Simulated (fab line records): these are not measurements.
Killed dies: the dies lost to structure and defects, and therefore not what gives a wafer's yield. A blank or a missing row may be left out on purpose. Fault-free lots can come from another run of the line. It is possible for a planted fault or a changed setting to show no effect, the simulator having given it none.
Which tool is to blame? || flow gf180mcu || 72 wafers from 24 lots sampled at 2 of the route's 602 steps

== WHAT EACH GAUGE READ, for each wafer ==
GF_VT_IMPLANT_TW_MEAS_21.
{"lot": "L074", "measured": "day 6 06:33", "on": "film_metro-01", "VT_IMPLANT_2_TW": "1215 1216 1214"}
{"lot": "L075", "measured": "day 6 13:14", "on": "film_metro-04", "VT_IMPLANT_2_TW": "1244 1237 1243"}
{"lot": "L076", "measured": "day 6 21:13", "on": "film_metro-02", "VT_IMPLANT_2_TW": "1237 1229 1226"}
{"lot": "L077", "measured": "day 7 03:16", "on": "film_metro-02", "VT_IMPLANT_2_TW": "1217 1218 1216"}
{"lot": "L078", "measured": "day 7 09:35", "on": "film_metro-02", "VT_IMPLANT_2_TW": "1212 1214 1208"}
{"lot": "L079", "measured": "day 7 16:58", "on": "film_metro-02", "VT_IMPLANT_2_TW": "1219 1215 1211"}
{"lot": "L080", "measured": "day 7 22:22", "on": "film_metro-02", "VT_IMPLANT_2_TW": "1213 1210 1217"}
{"lot": "L081", "measured": "day 8 03:53", "on": "film_metro-01", "VT_IMPLANT_2_TW": "1213 1217 1215"}
{"lot": "L082", "measured": "day 8 10:37", "on": "film_metro-02", "VT_IMPLANT_2_TW": "1223 1223 1215"}
{"lot": "L083", "measured": "day 8 17:02", "on": "film_metro-01", "VT_IMPLANT_2_TW": "1218 1220 1216"}
{"lot": "L084", "measured": "day 8 21:53", "on": "film_metro-02", "VT_IMPLANT_2_TW": "1224 1222 1215"}
{"lot": "L085", "measured": "day 9 03:37", "on": "film_metro-02", "VT_IMPLANT_2_TW": "1220 1219 1227"}
{"lot": "L086", "measured": "day 9 08:20", "on": "film_metro-01", "VT_IMPLANT_2_TW": "1214 1225 1214"}
{"lot": "L087", "measured": "day 9 18:05", "on": "film_metro-04", "VT_IMPLANT_2_TW": "1221 1226 1219"}
{"lot": "L088", "measured": "day 9 20:16", "on": "film_metro-01", "VT_IMPLANT_2_TW": "1210 1222 1214"}
{"lot": "L089", "measured": "day 10 03:24", "on": "film_metro-02", "VT_IMPLANT_2_TW": "1217 1216 1222"}
{"lot": "L090", "measured": "day 10 09:12", "on": "film_metro-04", "VT_IMPLANT_2_TW": "1219 1224 1225"}
{"lot": "L091", "measured": "day 10 13:35", "on": "film_metro-02", "VT_IMPLANT_2_TW": "1225 1221 1219"}
{"lot": "L092", "measured": "day 10 20:20", "on": "film_metro-02", "VT_IMPLANT_2_TW": "1217 1214 1216"}
{"lot": "L093", "measured": "day 11 02:59", "on": "film_metro-01", "VT_IMPLANT_2_TW": "1219 1218 1212"}
{"lot": "L094", "measured": "day 11 06:20", "on": "film_metro-04", "VT_IMPLANT_2_TW": "1226 1231 1222"}
{"lot": "L095", "measured": "day 11 15:13", "on": "film_metro-04", "VT_IMPLANT_2_TW": "1220 1223 1227"}
{"lot": "L096", "measured": "day 11 20:50", "on": "film_metro-02", "VT_IMPLANT_2_TW": "1213 1212 1222"}
{"lot": "L097", "measured": "day 12 03:17", "on": "film_metro-02", "VT_IMPLANT_2_TW": "1218 1217 1229"}

GF_V1_RS_MEAS_24: the measuring method here is four-point-probe.
{"lot": "L074", "measured": "day 18 05:59", "on": "film_metro-04", "V1_W_RS (ohm/sq)": "0.329 0.324 0.322"}
{"lot": "L075", "measured": "day 18 22:27", "on": "film_metro-04", "V1_W_RS (ohm/sq)": "0.331 0.331 0.332"}
{"lot": "L076", "measured": "day 19 15:50", "on": "film_metro-04", "V1_W_RS (ohm/sq)": "0.331 0.331 0.333"}
{"lot": "L077", "measured": "day 19 16:00", "on": "film_metro-03", "V1_W_RS (ohm/sq)": "0.326 0.320 0.316"}
{"lot": "L078", "measured": "day 20 00:01", "on": "film_metro-02", "V1_W_RS (ohm/sq)": "0.334 0.336 0.333"}
{"lot": "L079", "measured": "day 20 14:11", "on": "film_metro-03", "V1_W_RS (ohm/sq)": "0.338 0.337 0.341"}
{"lot": "L080", "measured": "day 20 14:43", "on": "film_metro-04", "V1_W_RS (ohm/sq)": "0.328 0.323 0.323"}
{"lot": "L081", "measured": "day 21 04:53", "on": "film_metro-02", "V1_W_RS (ohm/sq)": "0.330 0.328 0.329"}
{"lot": "L082", "measured": "day 21 22:02", "on": "film_metro-04", "V1_W_RS (ohm/sq)": "0.332 0.320 0.324"}
{"lot": "L083", "measured": "day 21 23:33", "on": "film_metro-03", "V1_W_RS (ohm/sq)": "0.333 0.334 0.334"}
{"lot": "L084", "measured": "day 21 23:16", "on": "film_metro-02", "V1_W_RS (ohm/sq)": "0.320 0.319 0.329"}
{"lot": "L085", "measured": "day 22 14:09", "on": "film_metro-04", "V1_W_RS (ohm/sq)": "0.332 0.331 0.333"}
{"lot": "L086", "measured": "day 22 15:23", "on": "film_metro-02", "V1_W_RS (ohm/sq)": "0.333 0.329 0.330"}
{"lot": "L087", "measured": "day 23 11:37", "on": "film_metro-03", "V1_W_RS (ohm/sq)": "0.322 0.336 0.331"}
{"lot": "L088", "measured": "day 23 13:19", "on": "film_metro-02", "V1_W_RS (ohm/sq)": "0.332 0.335 0.332"}
{"lot": "L089", "measured": "day 24 01:25", "on": "film_metro-03", "V1_W_RS (ohm/sq)": "0.319 0.330 0.320"}
{"lot": "L090", "measured": "day 24 02:31", "on": "film_metro-03", "V1_W_RS (ohm/sq)": "0.327 0.335 0.322"}
{"lot": "L091", "measured": "day 24 06:06", "on": "film_metro-04", "V1_W_RS (ohm/sq)": "0.331 0.324 0.336"}
{"lot": "L092", "measured": "day 24 14:09", "on": "film_metro-04", "V1_W_RS (ohm/sq)": "0.333 0.332 0.333"}
{"lot": "L093", "measured": "day 25 04:43", "on": "film_metro-04", "V1_W_RS (ohm/sq)": "0.331 0.335 0.334"}
{"lot": "L094", "measured": "day 25 00:20", "on": "film_metro-03", "V1_W_RS (ohm/sq)": "0.324 0.327 0.332"}
{"lot": "L095", "measured": "day 25 06:52", "on": "film_metro-03", "V1_W_RS (ohm/sq)": "0.329 0.323 0.321"}
{"lot": "L096", "measured": "day 25 16:40", "on": "film_metro-04", "V1_W_RS (ohm/sq)": "0.334 0.331 0.337"}
{"lot": "L097", "measured": "day 25 19:45", "on": "film_metro-03", "V1_W_RS (ohm/sq)": "0.329 0.330 0.329"}

== TOOL THAT RAN EACH LOT (tool first, then ch and the chambers of the sampled wafers, then the start) ==
The record shows no process step preceding these readings.

== WHAT THE TOOLS THEMSELVES READ (means of the sampled wafers that have a number; where no wafer has one, the mark that the record gives instead) ==
The record holds no such reading with a usual standard deviation.

== THE ANSWER, worked out from the rows above alone ==
Rule: the usual values come from the lots themselves. Put in order of their means at a reading, lots are off if they are a third of the lots or fewer, leave a main group of 4 or more, and stand apart from it by a gap of 3 or more times the standard deviation of the main group's means; of several such gaps the widest counts. The tables above print the reading to a certain number of digits; a main group whose means all agree to those digits is not used. Also off: a lot with no number at a reading for which 4 or more lots have one. Where the step has rows for the other lots, those lots are counted as sound. First the gauges in route order, then the tools' own readings, where a lot's mean is used as printed above. The first step at which some lot is off is used, and at that step the reading that is off furthest; a lot without a number counts as furthest.
No lot is off at any reading shown: from this, nothing can be told.

== WHAT THE SIMULATOR PUT IN ==
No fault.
